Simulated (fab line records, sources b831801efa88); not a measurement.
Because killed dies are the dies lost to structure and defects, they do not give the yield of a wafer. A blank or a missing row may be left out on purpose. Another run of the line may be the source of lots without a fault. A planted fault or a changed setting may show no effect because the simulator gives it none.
What tool caused it? || flow sky130 || 14 lots with 42 wafers sampled at 3 steps, on a route of 708 steps

## WHAT EACH GAUGE READ, for each wafer
SKY_CONTACT_CD_MEAS_14 targets a cd of 170 nm.
{"lot": "L642", "measured": "day 32 09:44", "on": "cd sem-02", "cd nm (nm)": "170.1 172.0 173.5"}
{"lot": "L643", "measured": "day 32 18:47", "on": "cd sem-01", "cd nm (nm)": "169.9 170.5 171.2"}
{"lot": "L644", "measured": "day 33 03:14", "on": "cd sem-02", "cd nm (nm)": "172.1 172.8 171.0"}
{"lot": "L645", "measured": "day 33 07:27", "on": "cd sem-02", "cd nm (nm)": "168.8 167.5 168.2"}
{"lot": "L646", "measured": "day 33 21:50", "on": "cd sem-01", "cd nm (nm)": "170.8 171.1 170.8"}
{"lot": "L647", "measured": "day 33 23:40", "on": "cd sem-02", "cd nm (nm)": "173.1 172.4 171.8"}
{"lot": "L649", "measured": "day 34 12:08", "on": "cd sem-02", "cd nm (nm)": "171.7 170.7 170.0"}
{"lot": "L651", "measured": "day 35 00:46", "on": "cd sem-02", "cd nm (nm)": "169.8 167.8 168.3"}
{"lot": "L652", "measured": "day 35 10:22", "on": "cd sem-02", "cd nm (nm)": "168.5 169.2 169.6"}
{"lot": "L653", "measured": "day 36 00:37", "on": "cd sem-02", "cd nm (nm)": "171.4 172.0 172.3"}
{"lot": "L656", "measured": "day 36 17:56", "on": "cd sem-02", "cd nm (nm)": "170.3 171.3 169.1"}
{"lot": "L657", "measured": "day 37 01:00", "on": "cd sem-02", "cd nm (nm)": "168.9 171.1 169.3"}
{"lot": "L663", "measured": "day 38 15:29", "on": "cd sem-01", "cd nm (nm)": "169.9 169.6 169.4"}
{"lot": "L664", "measured": "day 38 22:54", "on": "cd sem-02", "cd nm (nm)": "170.8 171.2 171.7"}

SKY_CONTACT_OVL_MEAS_15.
{"lot": "L642", "measured": "day 32 09:51", "on": "overlay-02", "CONTACT_OVL (nm)": "6 -4 0"}
{"lot": "L643", "measured": "day 32 18:54", "on": "overlay-01", "CONTACT_OVL (nm)": "-4 -5 -1"}
{"lot": "L644", "measured": "day 33 03:19", "on": "overlay-01", "CONTACT_OVL (nm)": "-7 -2 -14"}
{"lot": "L645", "measured": "day 33 07:34", "on": "overlay-01", "CONTACT_OVL (nm)": "-2 -5 -5"}
{"lot": "L646", "measured": "day 33 21:57", "on": "overlay-01", "CONTACT_OVL (nm)": "-5 -5 -7"}
{"lot": "L647", "measured": "day 33 23:47", "on": "overlay-01", "CONTACT_OVL (nm)": "-1 -4 5"}
{"lot": "L649", "measured": "day 34 12:16", "on": "overlay-01", "CONTACT_OVL (nm)": "-4 -8 -10"}
{"lot": "L651", "measured": "day 35 00:53", "on": "overlay-02", "CONTACT_OVL (nm)": "9 8 -8"}
{"lot": "L652", "measured": "day 35 10:29", "on": "overlay-01", "CONTACT_OVL (nm)": "4 -5 2"}
{"lot": "L653", "measured": "day 36 00:44", "on": "overlay-01", "CONTACT_OVL (nm)": "3 5 7"}
{"lot": "L656", "measured": "day 36 18:04", "on": "overlay-01", "CONTACT_OVL (nm)": "-6 7 -2"}
{"lot": "L657", "measured": "day 37 01:07", "on": "overlay-01", "CONTACT_OVL (nm)": "-7 -6 -9"}
{"lot": "L663", "measured": "day 38 15:36", "on": "overlay-01", "CONTACT_OVL (nm)": "1 -1 4"}
{"lot": "L664", "measured": "day 38 22:58", "on": "overlay-02", "CONTACT_OVL (nm)": "-1 -1 2"}

## WHICH TOOL RAN EACH LOT (tool, then ch and the chambers of the sampled wafers, then the start)
{"lot": "L642", "SKY_PWDE_IMPLANT_08": "implanter-04 ch 0, day 4 05:44"}
{"lot": "L643", "SKY_PWDE_IMPLANT_08": "implanter-04 ch 0, day 4 07:12"}
{"lot": "L644", "SKY_PWDE_IMPLANT_08": "implanter-01 ch 0, day 4 13:49"}
{"lot": "L645", "SKY_PWDE_IMPLANT_08": "implanter-04 ch 0, day 4 20:30"}
{"lot": "L646", "SKY_PWDE_IMPLANT_08": "implanter-04 ch 0, day 5 02:39"}
{"lot": "L647", "SKY_PWDE_IMPLANT_08": "implanter-02 ch 0, day 5 08:25"}
{"lot": "L649", "SKY_PWDE_IMPLANT_08": "implanter-02 ch 0, day 5 20:21"}
{"lot": "L651", "SKY_PWDE_IMPLANT_08": "implanter-01 ch 0, day 6 05:32"}
{"lot": "L652", "SKY_PWDE_IMPLANT_08": "implanter-02 ch 0, day 6 08:45"}
{"lot": "L653", "SKY_PWDE_IMPLANT_08": "implanter-04 ch 0, day 6 20:40"}
{"lot": "L656", "SKY_PWDE_IMPLANT_08": "implanter-01 ch 0, day 7 09:47"}
{"lot": "L657", "SKY_PWDE_IMPLANT_08": "implanter-04 ch 0, day 7 16:00"}
{"lot": "L663", "SKY_PWDE_IMPLANT_08": "implanter-04 ch 0, day 9 00:37"}
{"lot": "L664", "SKY_PWDE_IMPLANT_08": "implanter-04 ch 0, day 9 05:46"}
- SKY_PWDE_IMPLANT_08

## WHAT THE TOOLS THEMSELVES READ (means of the sampled wafers that have a number; where no wafer has one, the mark that the record gives instead)
SKY_PWDE_IMPLANT_08.
{"lot": "L642", "tool": "implanter-04", "beam energy keV": 150.03}
{"lot": "L643", "tool": "implanter-04", "beam energy keV": 150.02}
{"lot": "L644", "tool": "implanter-01", "beam energy keV": 150.01}
{"lot": "L645", "tool": "implanter-04", "beam energy keV": 150.04}
{"lot": "L646", "tool": "implanter-04", "beam energy keV": 150.03}
{"lot": "L647", "tool": "implanter-02", "beam energy keV": 149.93}
{"lot": "L649", "tool": "implanter-02", "beam energy keV": 149.99}
{"lot": "L651", "tool": "implanter-01", "beam energy keV": 150.00}
{"lot": "L652", "tool": "implanter-02", "beam energy keV": 150.02}
{"lot": "L653", "tool": "implanter-04", "beam energy keV": 150.05}
{"lot": "L656", "tool": "implanter-01", "beam energy keV": 149.99}
{"lot": "L657", "tool": "implanter-04", "beam energy keV": 150.02}
{"lot": "L663", "tool": "implanter-04", "beam energy keV": 139.62}
{"lot": "L664", "tool": "implanter-04", "beam energy keV": 139.60}

## THE ANSWER, worked out from the rows above alone
Rule: what is usual is taken from the lots themselves. Put in order of their means at a reading, lots are off if they are a third of the lots or fewer, leave a main group of 4 or more, and stand apart from it by a gap of 3 or more times the standard deviation of the main group's means; of several such gaps the widest counts. If all means in a main group match to the digits the tables above print for the reading, that group is not used. Also off: a lot with no number at a reading for which 4 or more lots have one. All remaining lots with rows at the step are treated as sound. Order of review: gauges by route order, followed by the tools' own readings, for which a lot's mean as printed above is used. At the first step where some lot is off, the reading lying furthest off is the one used; lots without a number count as furthest.
Off at SKY_PWDE_IMPLANT_08 (beam energy keV): L663, L664. The main group has a mean of 150.01 with a standard deviation of 0.03.
If a tool, at that step or one of the process steps before it, ran each lot that is off and ran no sound lot following the first of them, it fits. One candidate fits, namely implanter-04 at SKY_PWDE_IMPLANT_08. Its last sound lot is L657 (day 7 16:00), its first lot that is off L663 (day 9 00:37): a fault that began between those two fits.
On the lots that are off, the tool's own readings at SKY_PWDE_IMPLANT_08 differ by more than 5 times the standard deviation of the sound lots' means, which bears it out; beam energy keV reads 139.61 there versus 150.01 on the sound lots.

## WHAT THE SIMULATOR HAD INSERTED
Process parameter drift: implanter-04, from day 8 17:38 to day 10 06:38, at SKY_PWDE_IMPLANT_08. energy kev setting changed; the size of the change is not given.
Struck lots among those shown: L663, L664. The rule above reached the same finding.
